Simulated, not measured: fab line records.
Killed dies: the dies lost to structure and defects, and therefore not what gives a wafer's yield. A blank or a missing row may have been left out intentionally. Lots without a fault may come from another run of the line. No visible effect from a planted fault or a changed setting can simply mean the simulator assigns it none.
Chamber matching :: flow gf180mcu :: 4 sister chambers for GF_CONTACT_CMP_27 on cmp-01
The step polishes, stops on SiO2, t overpolish 15 s, target thk 0 nm. 7 wafers are shown with their chamber, then 7 later ones without.

WAFERS WITH THEIR CHAMBER
wafer: L464.1
chamber: 3
motor_current_A (A): 9.5
platen_rpm (rpm): 60.00

wafer: L464.5
chamber: 2
motor_current_A (A): 11.0
platen_rpm (rpm): 59.95

wafer: L469.5
chamber: 1
motor_current_A (A): 10.8
platen_rpm (rpm): 59.98

wafer: L476.5
chamber: 1
motor_current_A (A): 11.6
platen_rpm (rpm): 60.03

wafer: L476.6
chamber: 0
motor_current_A (A): 10.6
platen_rpm (rpm): 60.02

wafer: L480.2
chamber: 2
motor_current_A (A): 11.6
platen_rpm (rpm): 59.96

wafer: L480.4
chamber: 0
motor_current_A (A): 11.0
platen_rpm (rpm): 60.03

WAFERS WHOSE CHAMBER IS MISSING
wafer: L480.5
motor_current_A (A): 10.0
platen_rpm (rpm): 59.99

wafer: L482.1
motor_current_A (A): 9.4
platen_rpm (rpm): 60.00

wafer: L482.2
motor_current_A (A): 10.7
platen_rpm (rpm): 59.94

wafer: L482.6
motor_current_A (A): 10.6
platen_rpm (rpm): 60.11

wafer: L484.1
motor_current_A (A): 10.6
platen_rpm (rpm): 60.02

wafer: L484.4
motor_current_A (A): 11.6
platen_rpm (rpm): 60.02

wafer: L484.6
motor_current_A (A): 11.7
platen_rpm (rpm): 60.03

EACH ONE'S CHAMBER
wafer: L480.5
from the rows above: can't be placed: 3 or 0 or 1
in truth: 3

wafer: L482.1
from the rows above: 3
in truth: 3

wafer: L482.2
from the rows above: can't be placed: 2 or 1
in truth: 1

wafer: L482.6
from the rows above: can't be placed: 0 or 1 or 3
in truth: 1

wafer: L484.1
from the rows above: can't be placed: 0 or 1
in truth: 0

wafer: L484.4
from the rows above: can't be placed: 1 or 0 or 2
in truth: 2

wafer: L484.6
from the rows above: can't be placed: 1 or 0
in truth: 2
Correctly placed: 1 of 7. Not placeable from these rows: 6 (in 5, the candidates include the true chamber). 0 placed wrongly.
How it was worked out, from the rows above alone: a wafer's distance from a chamber is the root of the sum, over the readings, of the square of ((its reading less the chamber's mean) divided by the reading's scatter). The wafer belongs to the nearest chamber; if the next one is less than 2 further off, it can't be placed. Each chamber's mean is taken over the wafers shown for it. How the scatter is found: for the shown wafers, subtract from each reading the mean of its chamber, square and add these, divide the total by (wafers less chambers), then take the root.
